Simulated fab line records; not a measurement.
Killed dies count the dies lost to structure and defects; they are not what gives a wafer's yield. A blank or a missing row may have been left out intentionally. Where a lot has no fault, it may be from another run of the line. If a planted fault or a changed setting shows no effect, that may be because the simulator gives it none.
The tool behind it: which one? :: flow gf180mcu :: 36 wafers from 12 lots sampled at 2 of the route's 602 steps

WHAT THE GAUGES SHOWED, per wafer
GF_V3_RS_MEAS_24: uses a four-point probe to measure.
lot: L287
measured: day 22 16:02
on: filmMetro-02
V3_W_RS (ohm/sq): 0.326 0.327 0.329

lot: L288
measured: day 23 06:10
on: filmMetro-03
V3_W_RS (ohm/sq): 0.316 0.321 0.318

lot: L289
measured: day 23 12:53
on: filmMetro-02
V3_W_RS (ohm/sq): 0.324 0.325 0.330

lot: L290
measured: day 24 04:40
on: filmMetro-02
V3_W_RS (ohm/sq): 0.322 0.328 0.323

lot: L301
measured: day 27 16:49
on: filmMetro-02
V3_W_RS (ohm/sq): 0.321 0.312 0.320

lot: L302
measured: day 28 02:39
on: filmMetro-03
V3_W_RS (ohm/sq): 0.324 0.325 0.320

lot: L304
measured: day 28 12:17
on: filmMetro-03
V3_W_RS (ohm/sq): 0.325 0.330 0.330

lot: L305
measured: day 28 14:32
on: filmMetro-04
V3_W_RS (ohm/sq): 0.327 0.319 0.325

lot: L307
measured: day 29 04:48
on: filmMetro-03
V3_W_RS (ohm/sq): 0.317 0.325 0.315

lot: L308
measured: day 29 08:36
on: filmMetro-04
V3_W_RS (ohm/sq): 0.330 0.325 0.331

lot: L309
measured: day 29 22:15
on: filmMetro-04
V3_W_RS (ohm/sq): 0.325 0.325 0.328

lot: L310
measured: day 30 04:32
on: filmMetro-02
V3_W_RS (ohm/sq): 0.327 0.327 0.323

GF_V3_THK_MEAS_25: measures by xrf.
lot: L287
measured: day 22 16:08
on: filmMetro-02
V3_W_THK (nm): 364 364 359

lot: L288
measured: day 23 06:17
on: filmMetro-03
V3_W_THK (nm): 375 369 372

lot: L289
measured: day 23 13:00
on: filmMetro-02
V3_W_THK (nm): 362 363 355

lot: L290
measured: day 24 04:46
on: filmMetro-02
V3_W_THK (nm): 366 360 366

lot: L301
measured: day 27 16:56
on: filmMetro-02
V3_W_THK (nm): 371 383 373

lot: L302
measured: day 28 02:46
on: filmMetro-03
V3_W_THK (nm): 368 368 374

lot: L304
measured: day 28 12:23
on: filmMetro-03
V3_W_THK (nm): 366 361 359

lot: L305
measured: day 28 14:39
on: filmMetro-04
V3_W_THK (nm): 359 370 360

lot: L307
measured: day 29 04:55
on: filmMetro-03
V3_W_THK (nm): 378 368 381

lot: L308
measured: day 29 08:43
on: filmMetro-04
V3_W_THK (nm): 351 358 353

lot: L309
measured: day 29 22:22
on: filmMetro-04
V3_W_THK (nm): 358 358 356

lot: L310
measured: day 30 04:38
on: filmMetro-02
V3_W_THK (nm): 364 361 367

WHICH TOOL RAN EACH LOT (tool, then ch and the chambers of the sampled wafers, then the start)
There is no process step in the record ahead of these readings.

WHAT THE TOOLS THEMSELVES READ (means of the sampled wafers that have a number; where no wafer has one, the mark that the record gives instead)
The record holds no such reading with a usual standard deviation.

THE ANSWER, worked out from the rows above alone
Rule: the lots themselves supply what counts as usual. Put in order of their means at a reading, lots are off if they are a third of the lots or fewer, leave a main group of 4 or more, and stand apart from it by a gap of 3 or more times the standard deviation of the main group's means; of several such gaps the widest counts. Not used: any main group whose means are identical at the precision the tables above print for the reading. Also off: a lot with no number at a reading for which 4 or more lots have one. The other lots that the step has rows for count as sound. After the gauges, taken in route order, come the tools' own readings; for these a lot's mean is taken, as printed above. At the first step where some lot is off, the reading lying furthest off is the one used; lots without a number count as furthest.
None of the lots is off at any reading shown; this tells nothing.

WHAT THE SIMULATOR HAD PUT IN
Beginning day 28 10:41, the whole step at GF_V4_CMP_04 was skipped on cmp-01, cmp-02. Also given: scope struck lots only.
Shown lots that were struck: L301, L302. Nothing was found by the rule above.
